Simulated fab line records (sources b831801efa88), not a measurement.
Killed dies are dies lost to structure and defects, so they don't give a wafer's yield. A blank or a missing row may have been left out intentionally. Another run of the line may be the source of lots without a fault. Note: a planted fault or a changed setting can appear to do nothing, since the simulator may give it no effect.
Which tool did it? | flow sky130 | 11 lots (32 wafers sampled), 1 step of a 708-step route

== WHAT EACH GAUGE READ, for each wafer ==
SKY_VIA2_BOW_MEAS_03.
lot  | measured     | on           | VIA2_BOW (um)
L302 | day 34 21:02 | filmMetro-03 | 91 79 88
L303 | day 35 05:58 | filmMetro-04 | 75 87 81
L305 | day 35 20:26 | filmMetro-03 | 77 87 92
L307 | day 36 21:50 | filmMetro-01 | 90 72 79
L311 | day 38 05:14 | filmMetro-01 | 90 95 84
L312 | day 38 12:26 | filmMetro-01 | 76 92 105
L313 | day 38 20:26 | filmMetro-04 | 83 87 89
L314 | day 39 04:57 | filmMetro-03 | 85 75 100
L320 | day 40 23:01 | filmMetro-03 | 85 83
L324 | day 41 19:29 | filmMetro-04 | 85 92 91
L325 | day 41 22:19 | filmMetro-01 | 85 94 78

== WHICH TOOL RAN EACH LOT (tool, then ch and the chambers of the sampled wafers, then the start) ==
Record: no process step prior to these readings.

== THE ANSWER, worked out from the rows above alone ==
Rule: the lots themselves supply what counts as usual. Put in order of their means at a reading, lots are off if they are a third of the lots or fewer, leave a main group of 4 or more, and stand apart from it by a gap of 3 or more times the standard deviation of the main group's means; of several such gaps the widest counts. Not used: any main group whose means are identical at the precision the tables above print for the reading. A lot without any number at a reading at which 4 lots or more have one is off too. Any other lot the step has rows for is counted as sound.
Nothing can be told from this: no lot is off at any reading shown.

== WHAT THE SIMULATOR PUT IN ==
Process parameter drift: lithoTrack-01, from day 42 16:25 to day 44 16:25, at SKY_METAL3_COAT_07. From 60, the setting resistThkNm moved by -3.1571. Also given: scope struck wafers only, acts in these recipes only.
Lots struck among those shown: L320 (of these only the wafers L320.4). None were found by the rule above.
